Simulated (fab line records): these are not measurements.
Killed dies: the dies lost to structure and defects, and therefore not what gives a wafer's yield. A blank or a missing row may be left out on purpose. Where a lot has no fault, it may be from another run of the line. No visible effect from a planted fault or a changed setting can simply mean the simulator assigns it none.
fab line records | flow sfq_line
[record] lots = 6 wafers = 17 last_day = 80
route steps=325 shown INCOMING@1 L0@3 L0V@16 M0@28 M8@325
lots that met no fault: from a run of the same line without faults
start_h: start of the lot's first displayed wafer, in hours after the record's first day | wait_h: time in hours since the lot's previous step | " repeats the value in the row above | L1.1+2: several wafers, shown together as one row | - no value, or no start was given | * or withheld: withheld | < > ~ a bound
route shown NAME@n: a module of which the file shows steps, and the number in the route of the first | usual: mean/standard deviation taken from wafers without a fault | same: alike in all rows | chamber/n: place in a boat | sites: the reading at each site | _std_site: their standard deviation | _edge_site: the outer-site mean with the inner-site mean subtracted | radius_mm: how far each site lies from the wafer's centre | mask NAME#n: copy n | behind: tool/chamber where the wafer was last shaped | hold: cause of the lot's hold/its duration in hours/its outcome | device: names the non-switching transistor (n, p or np) | end of line: tests run on the same wafers once the route is complete | for a step that has no rows: nothing shown but its recipe | killed: the dies lost at the first sort to structure and to defects; this is not the yield of the wafer | map: shows each die of a wafer: x if killed, . if not, _ if none is there
set.NAME: the setting that was run; set.NAME@STEP: the one run at that earlier step | model.NAME: the simulator's own value behind a step, which no gauge read
lots seen at some steps along the route; tables by step, rows by wafer
services: a tool's chamber out of use, with start hour (start_h, from the record's first day; less than 0 if before it), hours out, and reason
[[steps]]
[step SFQ_INCOMING_BOW_MEAS_900]
[recipe] mode = bow
[usual] INCOMING_BOW = 0/5.9
// columns lot.wafer tool chamber start_h wait_h INCOMING_BOW[um]
L567.1 film_metro-03 - 35.00 - 1
L567.2 " - " " -3
L567.3 " - " " -6
L569.2 film_metro-01 - 45.02 - 1
L569.4 " - " " 7
L569.5 " - " " -2
L574.1 film_metro-03 - 70.00 - 3
L574.4 " - " " 2
L574.5 " - " " -5
L575.5 film_metro-04 - 75.08 - 3
L575.6 " - " " 4
L577.1 film_metro-01 - 85.00 - -11
L577.2 " - " " -3
L577.5 " - " " 5
L582.1 film_metro-04 - 110.00 - 5
L582.3 " - " " -3
L582.6 " - " " 7
[step SFQ_TRILAYER_INCOMING_OXIDATION_002]
[recipe] temp_c = 1000 ambient = H2O target_thk_a = 5000 p_h2o_torr = 720 ox_time_s = 4939
[step SFQ_TRILAYER_L0_DEP_SPUTTER_003]
[recipe] material = MoNx_KI base_pressure_pa = 1.33e-06 target_thk_nm = 40 power_w = 800 time_s = 100 chamber_pressure_pa = 0.4
[usual] throttle_valve_pct = 30.0/1.6
// columns lot.wafer tool chamber start_h wait_h throttle_valve_pct model.MoNx_KI_of_TRILAYER_L0_DEP_SPUTTER_003.thk_nm
L567.1 pvd_sputter-03 - 37.49 0.0 31.9 39.84
L567.2 " - " " 28.0 40.15
L567.3 " - " " 30.6 40.4
L569.2 pvd_sputter-03 - 47.49 0.0 28.2 40
L569.4 " - " " 30.5 40.08
L569.5 " - " " 30.5 40.29
L574.1 pvd_sputter-05 - 72.49 0.0 32.7 39.77
L574.4 " - " " 29.8 40.38
L574.5 " - " " 32.6 39.94
L575.5 pvd_sputter-03 - 77.53 0.0 32.6 58.69
L575.6 " - " " 28.2 39.83
L577.1 pvd_sputter-03 - 87.49 0.0 28.0 40.62
L577.2 " - " " 28.2 40.51
L577.5 " - " " 28.1 59.56
L582.1 pvd_sputter-06 - 112.49 0.0 29.0 39.64
L582.3 " - " " 28.9 39.62
L582.6 " - " " 30.8 39.52
[step SFQ_L0_RS_MEAS_901]
[recipe] thk_meas_gauge = four-point-probe reads = MoNx_KI_of_TRILAYER_L0_DEP_SPUTTER_003
[usual] L0_MONX_KI_RS = 43.4/0.37
// columns lot.wafer tool chamber start_h wait_h hold L0_MONX_KI_RS[ohm/sq]
L567.1 film_metro-02 - 37.56 0.0 - 43.7
L567.2 " - " " - 43.2
L567.3 " - " " - 43.0
L569.2 film_metro-01 - 47.58 0.1 - 43.4
L569.4 " - " " - 43.3
L569.5 " - " " - 43.1
L574.1 film_metro-04 - 72.56 0.0 - 43.8
L574.4 " - " " - 43.2
L574.5 " - " " - 43.6
L575.5 film_metro-04 - 77.64 0.1 await_dispo/0.2h/release 29.7
L575.6 " - " " await_dispo/0.2h/release 43.7
L575.5 film_metro-04 - 77.93 0.3 - 29.7
L575.6 " - " " - 43.7
L577.1 film_metro-02 - 87.56 0.0 await_dispo/0.2h/release 42.8
L577.2 " - " " await_dispo/0.2h/release 42.9
L577.5 " - " " await_dispo/0.2h/release 29.2
L577.1 film_metro-02 - 87.85 0.3 - 42.7
L577.2 " - " " - 42.9
L577.5 " - " " - 29.2
L582.1 film_metro-04 - 112.56 0.0 - 43.8
L582.3 " - " " - 44.0
L582.6 " - " " - 44.1
[step SFQ_L0_THK_MEAS_902]
[recipe] thk_meas_gauge = xrf reads = MoNx_KI_of_TRILAYER_L0_DEP_SPUTTER_003
[usual] L0_MONX_KI_THK = 40.8/0.39
// columns lot.wafer tool chamber start_h wait_h hold L0_MONX_KI_THK[nm]
L567.1 film_metro-02 - 37.68 0.1 - 40.5
L567.2 " - " " - 41.0
L567.3 " - " " - 41.3
L569.2 film_metro-01 - 47.69 0.1 - 40.4
L569.4 " - " " - 40.7
L569.5 " - " " - 40.8
L574.1 film_metro-04 - 72.68 0.1 - 40.6
L574.4 " - " " - 41.1
L574.5 " - " " - 40.7
L575.5 film_metro-04 - 80.21 2.3 await_dispo/0.2h/release 59.8
L575.6 " - " " await_dispo/0.2h/release 40.6
L575.5 film_metro-04 - 80.44 0.2 - 60.0
L575.6 " - " " - 40.5
L577.1 film_metro-02 - 92.64 4.8 await_dispo/0.2h/release 41.3
L577.2 " - " " await_dispo/0.2h/release 41.2
L577.5 " - " " await_dispo/0.2h/release 60.2
L577.1 film_metro-02 - 92.87 0.2 - 41.2
L577.2 " - " " - 41.3
L577.5 " - " " - 60.8
L582.1 film_metro-04 - 112.68 0.1 - 40.4
L582.3 " - " " - 40.2
L582.6 " - " " - 40.0
[step SFQ_TRILAYER_L0_LITHO_COAT_005]
[recipe] resist = KrF spin_rpm = 3000 resist_thk_nm = 600
[step SFQ_TRILAYER_L0_LITHO_SOFTBAKE_009]
[recipe] temp_c = withheld time_s = withheld resist = KrF
[step SFQ_TRILAYER_L0_LITHO_EXPOSE_006]
[recipe] mask_id = L0 na = 0.6 source_shape = conventional sigma_outer = 0.65 target_cd_nm = 2000 dose_mj = 14.4
[step SFQ_TRILAYER_L0_LITHO_PEB_008]
[recipe] peb_temp_c = 115 peb_time_s = 60 resist = KrF
[step SFQ_TRILAYER_L0_LITHO_DEVELOP_007]
[recipe] time_s = 60 resist = KrF
[step SFQ_TRILAYER_L0_BARC_OPEN_METAL_ETCH_010]
[recipe] mask_material = PR chemistry = O2 target_depth_nm = 125 target = BARC icp_w = 600 bias_w = 80 pressure_mtorr = 10 time_s = 41.7
[usual] drypump_motor_current_A = 5.9/0.37 he_backside_leak_sccm = 3.4/0.35 oes_product_au = 0.685/0.0044
[same] time_s = 41.7
// columns lot.wafer tool chamber start_h wait_h drypump_motor_current_A he_backside_leak_sccm oes_product_au rf_hours_counter_h
L567.1 rie_metal-02 0 107.50 0.1 6.5 3.3 0.689 137
L567.2 " 0 " " 6.5 3.4 0.691 -
L567.3 " 0 " " 6.5 3.4 0.688 -
L569.2 rie_metal-01 1 118.30 0.1 5.7 3.2 0.692 57
L569.4 " 1 " " 5.7 3.3 0.694 -
L569.5 " 0 " " 5.8 3.7 0.692 -
L574.1 rie_metal-01 1 151.88 0.1 5.7 3.2 0.686 63
L574.4 " 1 " " 5.7 3.2 0.680 -
L574.5 " 1 " " 5.7 3.2 0.692 -
L575.5 rie_metal-01 1 157.92 0.1 5.7 3.2 0.675 -
L575.6 " 0 " " 5.8 3.4 0.688 -
L577.1 rie_metal-01 1 174.93 0.1 5.8 3.3 0.686 66
L577.2 " 0 " " 5.8 3.8 0.685 32
L577.5 " 0 " " 5.8 3.4 0.685 -
L582.1 rie_metal-01 0 200.13 0.1 5.8 3.7 0.686 36
L582.3 " 0 " " 5.8 3.9 0.687 -
L582.6 " 0 " " 5.8 3.9 0.672 -
[step SFQ_TRILAYER_L0_ETCH_METAL_ETCH_008]
[recipe] target = MoNx_KI stop_on = SiO2 mask_material = PR chemistry = SF6/O2 target_depth_nm = 50 icp_w = 600 bias_w = 80 pressure_mtorr = 10 time_s = 25
[usual] drypump_motor_current_A = 5.9/0.37 he_backside_leak_sccm = 3.40/0.19 oes_product_au = 0.875/0.0059
[same] time_s = 25
// columns lot.wafer tool chamber start_h wait_h drypump_motor_current_A he_backside_leak_sccm oes_product_au rf_hours_counter_h
L567.1 rie_metal-02 0 107.61 0.1 6.5 3.38 0.872 137
L567.2 " 0 " " 6.5 3.41 0.873 -
L567.3 " 0 " " 6.5 3.37 0.882 -
L569.2 rie_metal-01 1 118.36 0.0 5.8 3.13 0.879 57
L569.4 " 1 " " 5.8 3.28 0.877 -
L569.5 " 0 " " 5.8 3.46 0.871 -
L574.1 rie_metal-01 1 151.94 0.0 5.7 3.45 0.875 63
L574.4 " 1 " " 5.7 3.33 0.875 -
L574.5 " 1 " " 5.7 3.23 0.877 -
L575.5 rie_metal-01 1 157.97 0.0 5.7 3.15 0.996 -
L575.6 " 0 " " 5.8 3.49 0.879 -
L577.1 rie_metal-01 1 174.99 0.0 5.7 3.31 0.887 66
L577.2 " 0 " " 5.8 3.62 0.875 32
L577.5 " 0 " " 5.7 3.72 0.993 -
L582.1 rie_metal-01 0 200.19 0.0 5.8 3.33 0.881 36
L582.3 " 0 " " 5.8 3.82 0.864 -
L582.6 " 0 " " 5.8 3.83 0.875 -
[step SFQ_TRILAYER_L0_STRIP_STRIP_009]
[recipe] gas = O2 power_w = 200 platen_temp_c = 40 overash_fraction = 0.65 chemistry = O2 pressure_mtorr = 50
[usual] drypump_motor_current_A = 5.9/0.37 he_backside_leak_sccm = 3.40/0.25 oes_product_au = 0.997/0.0098
// columns lot.wafer tool chamber start_h wait_h drypump_motor_current_A he_backside_leak_sccm oes_product_au rf_hours_counter_h
L567.1 rie_metal-02 0 107.71 0.1 6.5 3.49 1.009 137
L567.2 " 0 " " 6.5 3.46 1.004 -
L567.3 " 0 " " 6.5 3.37 1.005 -
L569.2 rie_metal-01 1 118.40 0.0 5.7 3.18 0.982 57
L569.4 " 1 " " 5.7 3.11 0.987 -
L569.5 " 0 " " 5.8 3.50 0.995 -
L574.1 rie_metal-01 1 151.98 0.0 5.7 3.34 0.991 63
L574.4 " 1 " " 5.7 3.30 0.990 -
L574.5 " 1 " " 5.7 3.36 0.988 -
L575.5 rie_metal-01 1 158.38 0.4 5.7 3.17 0.998 -
L575.6 " 0 " " 5.8 3.47 0.997 -
L577.1 rie_metal-01 1 175.03 0.0 5.7 3.10 0.988 67
L577.2 " 0 " " 5.8 3.58 0.990 32
L577.5 " 0 " " 5.8 3.39 0.988 -
L582.1 rie_metal-01 0 200.23 0.0 5.8 3.69 0.989 37
L582.3 " 0 " " 5.8 3.37 0.986 -
L582.6 " 0 " " 5.8 3.66 0.988 -
[step SFQ_TRILAYER_L0_STRIP_SOLV_CLEAN_010]
[recipe] chemistry = NMP temp_c = 70 time_s = 600
[step SFQ_TRILAYER_L0_CAP_PECVD_011]
[recipe] material = SiO2 temp_c = 150 time_s = 13.333 pressure_torr = 2.4 rf_w = 183.3 precursor = SiH4/N2O target_thk_nm = 60
[usual] heater_power_w = 84/7.1 throttle_valve_pct = 25.4/2.9
[same] time_s = 13.333
// columns lot.wafer tool chamber start_h wait_h heater_power_w throttle_valve_pct
L567.1 pecvd-04 0 109.10 0.0 84 22.6
L567.2 " 1 " " 73 23.9
L567.3 " 2 " " 94 22.7
L569.2 pecvd-04 0 119.18 0.0 86 22.7
L569.4 " 1 " " 70 24.0
L569.5 " 0 " " 87 22.7
L574.1 pecvd-01 2 152.76 0.0 78 25.5
L574.4 " 1 " " 89 24.1
L574.5 " 2 " " 76 25.8
L575.5 pecvd-03 2 158.77 0.0 86 27.7
L575.6 " 0 " " 84 30.3
L577.1 pecvd-01 1 175.81 0.0 88 23.9
L577.2 " 0 " " 74 31.0
L577.5 " 1 " " 89 24.2
L582.1 pecvd-04 1 201.01 0.0 72 24.1
L582.3 " 0 " " 95 22.7
L582.6 " 2 " " 86 23.0
[step SFQ_TRILAYER_L0_VIA_LITHO_COAT_018]
[recipe] resist = BARC spin_rpm = 3000 resist_thk_nm = 62
[step SFQ_TRILAYER_L0_VIA_LITHO_COAT_013]
[recipe] resist = KrF spin_rpm = 3000 resist_thk_nm = 650
[step SFQ_TRILAYER_L0_VIA_LITHO_SOFTBAKE_017]
[recipe] temp_c = withheld time_s = withheld resist = KrF
[step SFQ_TRILAYER_L0_VIA_LITHO_EXPOSE_014]
[recipe] mask_id = L0V na = 0.6 source_shape = conventional sigma_outer = 0.65 target_cd_nm = 700 dose_mj = 21.3
[step SFQ_TRILAYER_L0_VIA_LITHO_PEB_016]
[recipe] peb_temp_c = 115 peb_time_s = 60 resist = KrF
[step SFQ_TRILAYER_L0_VIA_LITHO_DEVELOP_015]
[recipe] time_s = 60 resist = KrF
[step SFQ_L0V_OVL_MEAS_903]
[usual] L0V_OVL = 3/5.1
// columns lot.wafer tool chamber start_h wait_h L0V_OVL[nm]
L567.1 overlay-01 - 196.53 0.1 1
L567.2 " - " " 6
L567.3 " - " " 3
L569.2 overlay-02 - 209.73 0.1 0
L569.4 " - " " -3
L569.5 " - " " 1
L574.1 overlay-02 - 249.70 0.1 -5
L574.4 " - " " 4
L574.5 " - " " 1
L575.5 overlay-02 - 257.05 0.0 -5
L575.6 " - " " 2
L577.1 overlay-02 - 273.82 0.1 -5
L577.2 " - " " 0
L577.5 " - " " 3
L582.1 overlay-01 - 307.34 0.1 4
L582.3 " - " " 8
L582.6 " - " " 8
[step SFQ_TRILAYER_L0_VIA_BARC_OPEN_VIA_ETCH_021]
[recipe] mask_material = PR chemistry = O2 target_depth_nm = 125 target = BARC source_w = 500 bias_w = 80 pressure_mtorr = 30 time_s = 41.7
[step SFQ_TRILAYER_L0_VIA_ETCH_VIA_ETCH_016]
[recipe] target = SiO2 stop_on = MoNx_KI mask_material = PR chemistry = CHF3 target_depth_nm = 80 source_w = 500 bias_w = 80 pressure_mtorr = 30 time_s = withheld
[usual] drypump_motor_current_A = 5.6/0.59 oes_product_au = 0.841/0.0075
// columns lot.wafer tool chamber start_h wait_h drypump_motor_current_A oes_product_au
L567.1 rie_diel-01 2 196.60 0.0 5.1 0.837
L567.2 " 0 " " 6.6 0.846
L567.3 " 3 " " 4.9 0.836
L569.2 rie_diel-04 2 209.80 0.0 6.1 0.837
L569.4 " 3 " " 5.5 0.848
L569.5 " 3 " " 5.6 0.843
L574.1 rie_diel-04 3 249.77 0.0 5.6 0.842
L574.4 " 2 " " 6.1 0.851
L574.5 " 0 " " 6.1 0.833
L575.5 rie_diel-01 3 257.12 0.0 4.8 0.857
L575.6 " 2 " " 5.1 0.848
L577.1 rie_diel-02 3 273.90 0.0 6.2 0.837
L577.2 " 1 " " 5.4 0.833
L577.5 " 0 " " 6.5 0.845
L582.1 rie_diel-04 1 307.41 0.0 5.4 0.837
L582.3 " 2 " " 6.1 0.830
L582.6 " 0 " " 6.1 0.852
[step SFQ_TRILAYER_L0_VIA_STRIP_STRIP_017]
[recipe] gas = O2 power_w = 200 platen_temp_c = 40 overash_fraction = 0.65 chemistry = O2 pressure_mtorr = 50
[usual] drypump_motor_current_A = 5.9/0.41 he_backside_leak_sccm = 3.39/0.24 oes_product_au = 1.003/0.009
// columns lot.wafer tool chamber start_h wait_h drypump_motor_current_A he_backside_leak_sccm oes_product_au rf_hours_counter_h
L567.1 rie_metal-04 1 196.65 - 5.7 3.33 1.011 33
L567.2 " 0 " " 6.3 3.19 1.011 95
L567.3 " 0 " " 6.3 3.25 1.006 -
L569.2 rie_metal-01 1 209.85 - 5.8 5.35 0.997 73
L569.4 " 0 " " 5.7 3.73 1.000 -
L569.5 " 0 " " 5.8 3.65 1.001 -
L574.1 rie_metal-04 0 249.82 - 6.3 3.38 1.001 103
L574.4 " 0 " " 6.3 3.44 1.013 -
L574.5 " 0 " " 6.3 3.57 1.005 -
L575.5 rie_metal-01 1 257.55 - 5.7 3.28 0.984 -
L575.6 " 0 " " 5.8 3.30 0.997 -
L577.1 rie_metal-04 1 273.95 - 5.7 3.22 1.019 42
L577.2 " 0 " " 6.3 3.78 1.000 111
L577.5 " 1 " " 5.7 3.40 1.009 -
L582.1 rie_metal-04 0 307.46 - 6.3 3.72 1.007 117
L582.3 " 0 " " 6.3 3.53 1.006 -
L582.6 " 0 " " 6.3 3.47 0.997 -
[step SFQ_TRILAYER_L0_VIA_STRIP_SOLV_CLEAN_018]
[recipe] chemistry = NMP temp_c = 70 time_s = 600
[step SFQ_TRILAYER_M0_DEP_PRE_CLEAN_020]
[recipe] gas = Ar time_s = 15 bias_v = 250
[step SFQ_TRILAYER_M0_DEP_SPUTTER_019]
[recipe] material = Nb base_pressure_pa = 1.33e-06 chamber_pressure_pa = 0.1333 substrate_temp_c = 20 resputter_cathode_voltage_v = 400 target_thk_nm = 200 power_w = 2000 time_s = 133.3
[step SFQ_M0_RS_MEAS_904]
[recipe] thk_meas_gauge = four-point-probe reads = Nb_of_TRILAYER_M0_DEP_SPUTTER_019
[usual] M0_NB_RS = 0.884/0.011
// columns lot.wafer tool chamber start_h wait_h M0_NB_RS[ohm/sq]
L567.1 film_metro-02 - 197.54 0.0 0.881
L567.2 " - " " 0.878
L567.3 " - " " 0.869
L569.2 film_metro-04 - 210.76 0.1 0.906
L569.4 " - " " 0.885
L569.5 " - " " 0.906
L574.1 film_metro-03 - 251.31 0.0 0.895
L574.4 " - " " 0.894
L574.5 " - " " 0.885
L575.5 film_metro-03 - 258.12 0.1 0.888
L575.6 " - " " 0.879
L577.1 film_metro-02 - 274.84 0.0 0.888
L577.2 " - " " 0.886
L577.5 " - " " 0.873
L582.1 film_metro-03 - 308.35 0.0 0.874
L582.3 " - " " 0.884
L582.6 " - " " 0.875
[step SFQ_TRILAYER_M0_LITHO_COAT_026]
[recipe] resist = BARC spin_rpm = 3000 resist_thk_nm = 62
[step SFQ_M8_BOW_MEAS_951]
[recipe] mode = bow
[usual] M8_BOW = 7/12
// columns lot.wafer tool chamber start_h wait_h M8_BOW[um] model.etest.l0.ohm_sq model.etest.l0.comb_log10_ohm
L567.1 film_metro-02 - 1676.74 0.0 18 43.65 12
L567.2 " - " " 14 43.31 12
L567.3 " - " " 12 43.04 12
L569.2 film_metro-02 - 1693.56 0.0 22 43.48 12
L569.4 " - " " 27 43.39 12
L569.5 " - " " 17 43.16 12
L574.1 film_metro-02 - 1789.23 0.0 -2 43.73 12
L574.4 " - " " -4 43.07 12
L574.5 " - " " -10 43.54 12
L575.5 film_metro-02 - 1795.31 0.1 6 29.63 0
L575.6 " - " " 5 43.66 12
L577.1 film_metro-02 - 1907.10 0.0 -3 42.81 12
L577.2 " - " " 5 42.93 12
L577.5 " - " " 14 29.2 0
L582.1 film_metro-01 - 1926.42 0.0 21 43.87 12
L582.3 " - " " 11 43.9 12
L582.6 " - " " 22 44.01 12
[[services]]
// columns tool chamber start_h hours kind
rie_diel-04 3 14.32 17.8 repair
rie_diel-01 0 25.48 5.4 repair
pecvd-01 2 40.84 2.0 repair
rie_metal-04 - 50.19 1.2 repair
pecvd-01 1 53.47 6.6 repair
pvd_sputter-03 - 59.07 7.8 repair
rie_diel-04 2 60.46 3.6 repair
pecvd-01 1 63.05 3.1 repair
pvd_sputter-03 - 68.72 4.0 repair
pecvd-04 2 92.08 11.6 repair
pvd_sputter-06 - 104.58 1.2 repair
rie_diel-01 2 123.19 7.2 repair
rie_diel-04 3 123.48 5.8 repair
pecvd-01 - 129.07 0.9 repair
pecvd-01 - 167.55 0.7 repair
pvd_sputter-03 - 189.83 4.6 repair
pecvd-01 - 194.25 14.0 pm
rie_diel-04 0 238.69 5.1 repair
pecvd-04 - 243.69 1.3 repair
rie_metal-04 1 246.56 21.5 repair
rie_diel-01 0 264.88 2.8 repair
pvd_sputter-03 - 287.11 3.2 repair
rie_diel-04 3 293.92 6.5 repair
rie_diel-01 - 298.85 1.2 repair
[[key]]
[first_sign] step = SFQ_L0_RS_MEAS_901 reading = visit direction = added
[effect] step = SFQ_L0_RS_MEAS_901 reading = L0_MONX_KI_RS direction = down sigmas = 38 usual = 43.4 struck = 29.4
[effect] step = SFQ_L0_THK_MEAS_902 reading = visit direction = added
[effect] step = SFQ_L0_THK_MEAS_902 reading = L0_MONX_KI_THK direction = up sigmas = 49 usual = 40.8 struck = 60.0
[effect] step = SFQ_TRILAYER_L0_ETCH_METAL_ETCH_008 reading = oes_product_au direction = up sigmas = 20 usual = 0.875 struck = 0.994
[model_effect] step = SFQ_TRILAYER_L0_DEP_SPUTTER_003 value = MoNx_KI_of_TRILAYER_L0_DEP_SPUTTER_003.thk_nm without = 40.06 struck = 59.13
[model_effect] step = SFQ_M8_BOW_MEAS_951 value = etest.l0.ohm_sq without = 43.42 struck = 29.41
met_at SFQ_TRILAYER_L0_DEP_SPUTTER_003
struck_wafers L575.5,L577.5
onset_between 47.49 77.53
[fault] kind = process_parameter_drift tool = pvd_sputter-03 chamber = - onset_h = 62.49 steps = SFQ_TRILAYER_L0_DEP_SPUTTER_003 channel = target_thk_nm offset = 19.068 shape = step end_h = 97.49 scope = struck_wafers_only acts_in = these_recipes_only stated = 40
